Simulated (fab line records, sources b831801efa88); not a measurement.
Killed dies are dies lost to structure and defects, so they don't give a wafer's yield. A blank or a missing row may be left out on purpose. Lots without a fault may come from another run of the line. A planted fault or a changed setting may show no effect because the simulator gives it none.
Which tool did it? | flow sky130 | 12 lots, 36 wafers sampled, at 6 steps of a route of 708

WHAT THE GAUGES READ, wafer by wafer
SKY_SD_P_TW_MEAS_11. Usual: SD_P_TW 2822, standard deviation 21.
lot  | measured     | on            | SD_P_TW        | flag
L769 | day 25 18:08 | film_metro-01 | 2829 2835 2847 |
L770 | day 26 05:50 | film_metro-02 | 2839 2848 2857 |
L771 | day 26 14:24 | film_metro-01 | 2823 2830 2821 |
L773 | day 27 03:32 | film_metro-01 | 2818 2828 2816 |
L774 | day 28 17:21 | film_metro-02 | 2816 2835 2828 |
L775 | day 28 17:31 | film_metro-03 | 2776 2789 2800 |
L777 | day 28 18:50 | film_metro-02 | 2839 2821 2823 |
L778 | day 28 19:43 | film_metro-02 | 2794 2822 2815 |
L782 | day 30 04:39 | film_metro-03 | 2801 2797 2808 |
L784 | day 30 21:22 | film_metro-01 | 2814 2829 2835 |
L787 | day 31 15:59 | film_metro-01 | 2826 2826 2830 |
L790 | day 32 17:13 | film_metro-01 | 2849 2837 2842 |

SKY_SD_N_RS_MEAS_18: measures by four-point-probe. Usual: RES_XHIGH_RS 337.0 ohm/sq, standard deviation 1.2.
lot  | measured     | on            | RES_XHIGH_RS (ohm/sq) | flag
L769 | day 28 04:47 | film_metro-01 | 336.9 338.5 336.6     |
L770 | day 28 14:39 | film_metro-03 | 333.6 335.3 336.3     |
L771 | day 29 01:01 | film_metro-02 | 337.1 338.0 335.8     |
L773 | day 29 13:10 | film_metro-03 | 335.6 336.0 334.8     |
L774 | day 31 02:17 | film_metro-02 | 339.6 339.0 339.8     |
L775 | day 31 03:11 | film_metro-01 | 335.7 335.2 334.9     |
L777 | day 31 04:02 | film_metro-01 | 337.9 338.4 337.8     |
L778 | day 31 05:16 | film_metro-02 | 336.9 335.5 335.8     |
L782 | day 32 11:29 | film_metro-01 | 336.3 337.2 337.0     |
L784 | day 33 04:05 | film_metro-01 | 336.1 337.3 335.8     |
L787 | day 33 21:48 | film_metro-01 | 336.6 336.5 336.5     |
L790 | day 35 00:03 | film_metro-02 | 338.1 338.1 338.7     |

SKY_LI_CONTACT_THK_MEAS_01. Usual: LI_CONTACT_HDPCVD_THK 938 nm, standard deviation 9.5.
lot  | measured     | on            | LI_CONTACT_HDPCVD_THK (nm) | flag
L769 | day 28 05:01 | film_metro-03 | 938 942 938                |
L770 | day 28 14:53 | film_metro-01 | 934 921 930                |
L771 | day 29 01:16 | film_metro-01 | 949 926 937                |
L773 | day 29 13:23 | film_metro-01 | 928 924 923                |
L774 | day 31 02:31 | film_metro-01 | 937 936 942                |
L775 | day 31 03:25 | film_metro-01 | 944 944 925                |
L777 | day 31 04:15 | film_metro-01 | 923 939 930                |
L778 | day 31 05:29 | film_metro-03 | 941 942 938                |
L782 | day 32 11:42 | film_metro-03 | 926 923 923                |
L784 | day 33 04:19 | film_metro-02 | 734 741 747                | OFF
L787 | day 33 22:01 | film_metro-03 | 723 705 731                | OFF
L790 | day 35 00:17 | film_metro-03 | 934 935 943                |

SKY_LI_CONTACT_CD_MEAS_12: target cd 170 nm. Usual: cd_nm 169.9 nm, standard deviation 1.4.
lot  | measured     | on        | cd_nm (nm)        | flag
L769 | day 29 09:16 | cd_sem-01 | 169.5 170.9 170.2 |
L770 | day 29 19:01 | cd_sem-02 | 171.1 170.6 169.7 |
L771 | day 30 05:34 | cd_sem-02 | 172.1 171.8 171.4 |
L773 | day 30 17:40 | cd_sem-02 | 170.0 169.7 169.4 |
L774 | day 32 05:29 | cd_sem-01 | 173.5 173.2 172.0 |
L775 | day 32 06:25 | cd_sem-01 | 174.0 171.6 171.0 |
L777 | day 32 07:51 | cd_sem-01 | 172.2 172.0 170.6 |
L778 | day 32 09:05 | cd_sem-01 | 170.5 168.6 170.8 |
L782 | day 33 15:56 | cd_sem-01 | 166.9 168.9 168.8 |
L784 | day 34 07:08 | cd_sem-01 | 168.9 168.2 169.2 |
L787 | day 35 01:29 | cd_sem-02 | 170.7 171.6 171.7 |
L790 | day 36 03:32 | cd_sem-02 | 169.0 169.4 168.7 |

WHICH TOOL RAN EACH LOT (tool, then ch and the chambers of the sampled wafers, then the start)
lot  | SKY_LI_CONTACT_HDPCVD_00         | SKY_LI_CONTACT_CMP_02
L769 | hdpcvd-01 ch 0,1,2, day 28 04:55 | cmp-01 ch 0,1,2, day 28 05:07
L770 | hdpcvd-01 ch 0,1, day 28 14:46   | cmp-02 ch 0,2,3, day 28 14:56
L771 | hdpcvd-02 ch 0,1, day 29 01:10   | cmp-02 ch 2,3, day 29 01:19
L773 | hdpcvd-01 ch 0,1,2, day 29 13:16 | cmp-02 ch 0,1,2, day 29 13:31
L774 | hdpcvd-02 ch 0,2, day 31 02:25   | cmp-02 ch 0,1,2, day 31 02:38
L775 | hdpcvd-01 ch 1,2, day 31 03:19   | cmp-02 ch 0,1,2, day 31 03:28
L777 | hdpcvd-01 ch 0,1,2, day 31 04:10 | cmp-02 ch 2,3, day 31 04:20
L778 | hdpcvd-01 ch 0,1,2, day 31 05:22 | cmp-02 ch 1,2, day 31 05:52
L782 | hdpcvd-02 ch 0,1,2, day 32 11:37 | cmp-01 ch 0,1, day 32 11:44
L784 | hdpcvd-02 ch 1,2, day 33 04:13   | cmp-01 ch 1,3, day 33 04:26
L787 | hdpcvd-02 ch 0,2, day 33 21:55   | cmp-01 ch 0,1, day 33 22:07
L790 | hdpcvd-01 ch 0,2, day 35 00:10   | cmp-01 ch 0,1,2, day 35 00:20
- SKY_LI_CONTACT_HDPCVD_00: deposits PSG, target thk 930 nm, time 155 s.
- SKY_LI_CONTACT_CMP_02: polishes PSG.

WHAT THE TOOLS THEMSELVES READ (means of the sampled wafers that have a number; where no wafer has one, the mark that the record gives instead)
SKY_LI_CONTACT_HDPCVD_00. Usual: run_length_s 182.7 s, standard deviation 0.58.
lot  | tool      | run_length_s (s) | flag
L769 | hdpcvd-01 | 182.7            |
L770 | hdpcvd-01 | 182.5            |
L771 | hdpcvd-02 | 183.3            |
L773 | hdpcvd-01 | 182.6            |
L774 | hdpcvd-02 | 182.8            |
L775 | hdpcvd-01 | 182.5            |
L777 | hdpcvd-01 | 183.0            |
L778 | hdpcvd-01 | 182.8            |
L782 | hdpcvd-02 | 182.9            |
L784 | hdpcvd-02 | 148.2            | OFF
L787 | hdpcvd-02 | 147.9            | OFF
L790 | hdpcvd-01 | 182.7            |

SKY_LI_CONTACT_CMP_02. Usual: head_pressure_psi 3.999 psi, standard deviation 0.0096; motor_current_A 11.6 A, standard deviation 1; slurry_flow_ml_min 150.0, standard deviation 0.5; time_to_endpoint_s 32.0 s, standard deviation 2.7.
lot  | tool   | head_pressure_psi (psi) | motor_current_A (A) | slurry_flow_ml_min | time_to_endpoint_s (s) | flag
L769 | cmp-01 | 4.005                   | 11.5                | 150.4              | 31.9                   |
L770 | cmp-02 | 3.993                   | 11.4                | 149.3              | 32.0                   |
L771 | cmp-02 | 3.999                   | 11.3                | 150.7              | 33.1                   |
L773 | cmp-02 | 3.995                   | 10.8                | 150.0              | 31.7                   |
L774 | cmp-02 | 4.002                   | 11.0                | 149.7              | 35.0                   |
L775 | cmp-02 | 3.998                   | 10.9                | 150.1              | 32.9                   |
L777 | cmp-02 | 4.002                   | 11.8                | 149.9              | 29.8                   |
L778 | cmp-02 | 3.991                   | 10.7                | 150.5              | 33.4                   |
L782 | cmp-01 | 4.007                   | 11.5                | 149.8              | 30.3                   |
L784 | cmp-01 | 3.993                   | 11.9                | 150.0              | 13.7                   | OFF
L787 | cmp-01 | 4.002                   | 11.1                | 150.4              | 7.8                    | OFF
L790 | cmp-01 | 4.004                   | 11.4                | 150.0              | 29.8                   |

THE ANSWER, worked out from the rows above alone
Rule: a lot is off if the mean of its wafers that have a number lies more than 3 standard deviations from the usual mean. A lot without any number at a reading at which 4 lots or more have one is off too. The other lots that the step has rows for count as sound. The gauges are gone through in route order, then the tools' own readings, and for those a lot's mean is taken as printed above. The first step at which some lot is off is used, and at that step the reading that is off furthest; a lot without a number counts as furthest.
Off: L784, L787, at SKY_LI_CONTACT_THK_MEAS_01 (LI_CONTACT_HDPCVD_THK).
A tool fits if, at a process step before that reading, it ran every lot that is off, and no sound lot after the first of them. The gauges at SKY_LI_CONTACT_THK_MEAS_01 aren't tried: what is off there is off at SKY_LI_CONTACT_HDPCVD_00 too, on other tools, and a gauge's error can't cause that. One fits: hdpcvd-02 at SKY_LI_CONTACT_HDPCVD_00. Its last sound lot is L782 (day 32 11:37), its first lot that is off L784 (day 33 04:13): a fault that began between those two fits.
The tool's own readings at SKY_LI_CONTACT_HDPCVD_00 bear it out: on the lots that are off they differ by more than 5 times the standard deviation of the sound lots' means. run_length_s reads 148.1 s there against 182.8 s on the sound lots.

WHAT THE SIMULATOR HAD PUT IN
Process parameter drift: hdpcvd-02, from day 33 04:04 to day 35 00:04, at SKY_LI_CONTACT_HDPCVD_00. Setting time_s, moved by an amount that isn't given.
Lots struck among those shown: L784, L787. The rule above found the same.
